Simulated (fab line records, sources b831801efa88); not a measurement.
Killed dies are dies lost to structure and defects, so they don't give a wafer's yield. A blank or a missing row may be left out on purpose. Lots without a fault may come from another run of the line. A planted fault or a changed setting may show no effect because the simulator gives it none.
Problem report in the 8D (eight disciplines) form, filled by code | flow sky130 | the parts of the form that need people (team, actions taken, sign-off) are left out

1. THE PROBLEM
strip_time_to_endpoint_s at SKY_METAL3_STRIP_19 reads a mean of 11.85 s on 6 wafers of 2 lots; wafers without a fault read 6.53 s with a standard deviation of 0.073. That is +73 standard deviations from the usual mean.
The step: strips in O2/N2.
First seen on wafer L617.1, day 41 11:19, on plasma_asher-02. The record holds 30 wafers of 10 lots with a number at this step. Rule for "out", or "out of limits": more than 4 standard deviations from the usual mean. The other wafers with a number count as sound.

2. WHAT IT IS AND WHAT IT IS NOT
question                    | is                                       | is not
which readings at this step | strip_time_to_endpoint_s, oes_product_au | drypump_motor_current_A
which lots                  | L617, L618                               | L613, L614, L625, L627, L628, L629, L630, L634
which wafers of those lots  | all that have a number                   | -
read on which tools         | plasma_asher-02                          | plasma_asher-01, plasma_asher-04
when                        | from day 41 11:19                        | up to then (6 sound wafers); but 18 sound wafers of L625, L627, L628, L629, L630, L634 came after

3. SUSPECTS, AND WHAT RULES EACH OUT
Counting: a tool at a process step up to the reading stays a suspect if it ran every lot that is out and no sound lot after the first of them.
- plasma_asher-04 at SKY_CAPM_STRIP_14 (strips in O2/N2): kept. It ran every lot that is out, first L617 (day 40 08:52), and no sound lot after that; its last sound lot up to then is L614 (day 39 10:06).
- rie_metal-04 at SKY_METAL3_METAL_ETCH_18 (etches the open film in Cl2/BCl3, stops on SiO2, target depth 845 nm, time 183.1 s): ruled out as a lasting fault. Sound lots L625, L630, L634 ran on it after its first lot that is out, L617 (day 41 11:05).
- plasma_asher-02 at SKY_METAL3_STRIP_19 (strips in O2/N2): ruled out as a lasting fault. Sound lots L625, L627, L628, L629, L634 ran on it after its first lot that is out, L617 (day 41 11:19).
Left after counting: plasma_asher-04 at SKY_CAPM_STRIP_14.

4. THE CAUSE (what the simulator had put in)
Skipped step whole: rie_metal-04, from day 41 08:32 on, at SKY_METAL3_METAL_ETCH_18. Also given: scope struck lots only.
Counting ruled it out, wrongly: the rule takes a fault to strike every lot that its tool runs from its start on, and this one did not.

5. THE CHAIN OF EFFECTS, in route order
Each row: a reading whose mean over the struck wafers that have a number lies more than 3 standard deviations from the usual. Only readings for which the record gives a usual standard deviation are gone through. hours: the time from each lot's start at the first step in this table that gives one to its start at this step, as a median over the lots. sigmas: the change in usual standard deviations.
hours | step                  | reading                  | usual      | on struck wafers | change | sigmas
0     | SKY_METAL3_STRIP_19   | oes_product_au           | 0.503 a.u. | 0.716            | +0.213 | +42
0     | SKY_METAL3_STRIP_19   | strip_time_to_endpoint_s | 6.53 s     | 11.85            | +5.32  | +73
166   | SKY_PAD_OPEN_PROBE_99 | defect_limited_yield     | 82.5 %     | 0.0              | -82.5  | -38
166   | SKY_PAD_OPEN_PROBE_99 | killed_at_M0_to_M3       | 43         | 449              | +406   | +54
166   | SKY_PAD_OPEN_PROBE_99 | killed_dies              | 86         | 492              | +406   | +37
166   | SKY_PAD_OPEN_PROBE_99 | killed_on_rim            | 17         | 96               | +79    | +22
166   | SKY_PAD_OPEN_PROBE_99 | sort_bin_5_function      | 10.4 %     | 92.5             | +82.1  | +51
166   | SKY_PAD_OPEN_PROBE_99 | sort_n_pass              | 406        | 0                | -406   | -37
166   | SKY_PAD_OPEN_PROBE_99 | sort_yield_pct           | 82.5 %     | 0.0              | -82.5  | -38
The process steps in it:
- SKY_METAL3_STRIP_19: strips in O2/N2.
- SKY_PAD_OPEN_PROBE_99
Readings that are blank on the struck wafers while sound wafers have them: bcl3_flow_sccm at SKY_METAL3_METAL_ETCH_18; bias_w at SKY_METAL3_METAL_ETCH_18; drypump_motor_current_A at SKY_METAL3_METAL_ETCH_18; oes_product_au at SKY_METAL3_METAL_ETCH_18; throttle_valve_pct at SKY_METAL3_METAL_ETCH_18.

6. WHAT WOULD HAVE CAUGHT IT SOONER
In this record the first reading out of limits was taken at day 41 11:19, 3 hours after the fault began at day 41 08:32.
At SKY_METAL3_METAL_ETCH_18 the tool's readings are blank on the struck wafers, where sound wafers have them: an empty tool record is the first sign, and it was there at once.
